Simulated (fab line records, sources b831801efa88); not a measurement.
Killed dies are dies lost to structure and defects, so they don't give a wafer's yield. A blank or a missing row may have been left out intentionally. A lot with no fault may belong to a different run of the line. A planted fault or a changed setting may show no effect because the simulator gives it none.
What tool caused it?	flow gf180mcu	Sampling: 13 lots, 39 wafers, 2 of 602 route steps

WHAT THE GAUGES READ, wafer by wafer
GF_V4_THK_MEAS_25: measures by xrf. Usual: V4_W_THK typically reads 352 nm, with standard deviation 5.9.
lot	measured	on	V4_W_THK (nm)	flag
L864	day 24 11:02	film metro-03	355 354 351	
L866	day 26 00:57	film metro-04	347 347 344	
L868	day 26 01:44	film metro-03	346 350 356	
L867	day 26 03:35	film metro-03	351 358 356	
L869	day 26 09:59	film metro-04	349 351 347	
L870	day 26 22:31	film metro-04	346 352 351	
L871	day 27 03:03	film metro-03	368 361 365	
L872	day 27 15:40	film metro-03	352 352 353	
L873	day 28 00:48	film metro-01	358 357 359	
L882	day 30 09:50	film metro-04	346 340 345	
L883	day 30 16:02	film metro-03	347 349 352	
L885	day 31 02:55	film metro-01	352 351 357	
L886	day 31 10:41	film metro-01	340 348 351	

WHAT TOOL EACH LOT RAN ON (gives the tool, then ch and the chambers of the sampled wafers, and finally the start)
lot	GF_V4_STRIP_18
L864	plasma asher-02 ch 0,1, day 24 10:10
L866	plasma asher-03 ch 0,1, day 26 00:05
L868	plasma asher-03 ch 0,1, day 26 00:52
L867	plasma asher-02 ch 0,1, day 26 02:43
L869	plasma asher-03 ch 0,1, day 26 09:07
L870	plasma asher-03 ch 0,1, day 26 21:40
L871	plasma asher-04 ch 0,1, day 27 02:11
L872	plasma asher-04 ch 0,1, day 27 14:22
L873	plasma asher-03 ch 0,1, day 27 23:55
L882	plasma asher-04 ch 0,1, day 30 08:54
L883	plasma asher-02 ch 0,1, day 30 15:10
L885	plasma asher-03 ch 0,1, day 31 02:01
L886	plasma asher-02 ch 0,1, day 31 09:47
- GF_V4_STRIP_18: strips in O2/N2.

WHAT THE TOOLS THEMSELVES READ (means of the sampled wafers that have a number; where no wafer has one, the mark that the record gives instead)
GF_V4_STRIP_18. Usual: drypump motor current A 5.6 A, standard deviation 0.35; heater power w 337 W, standard deviation 42; oes product au 0.593 a.u., standard deviation 0.005.
lot	tool	drypump motor current A (A)	heater power w (W)	oes product au (a.u.)	flag
L864	plasma asher-02	5.5	336	0.585	
L866	plasma asher-03	5.5	318	0.594	
L868	plasma asher-03	5.5	328	0.588	
L867	plasma asher-02	5.4	358	0.594	
L869	plasma asher-03	5.5	327	0.593	
L870	plasma asher-03	5.5	314	0.593	
L871	plasma asher-04	6.2	357	0.594	
L872	plasma asher-04	5.9	321	0.590	
L873	plasma asher-03	5.5	317	0.589	
L882	plasma asher-04	5.9	319	0.590	
L883	plasma asher-02	5.4	365	0.600	
L885	plasma asher-03	5.5	311	0.594	
L886	plasma asher-02	5.5	325	0.597	

THE ANSWER, worked out from the rows above alone
Rule: a lot counts as off when the mean over its wafers that have a number is more than 3 standard deviations away from the usual mean. A lot without any number at a reading at which 4 lots or more have one is off too. The other lots that the step has rows for count as sound. Order of review: gauges by route order, followed by the tools' own readings, for which a lot's mean as printed above is used. The first step at which some lot is off is used, and at that step the reading that is off furthest; a lot without a number counts as furthest.
None of the lots is off at any reading shown; this tells nothing.

WHAT THE SIMULATOR HAD INSERTED
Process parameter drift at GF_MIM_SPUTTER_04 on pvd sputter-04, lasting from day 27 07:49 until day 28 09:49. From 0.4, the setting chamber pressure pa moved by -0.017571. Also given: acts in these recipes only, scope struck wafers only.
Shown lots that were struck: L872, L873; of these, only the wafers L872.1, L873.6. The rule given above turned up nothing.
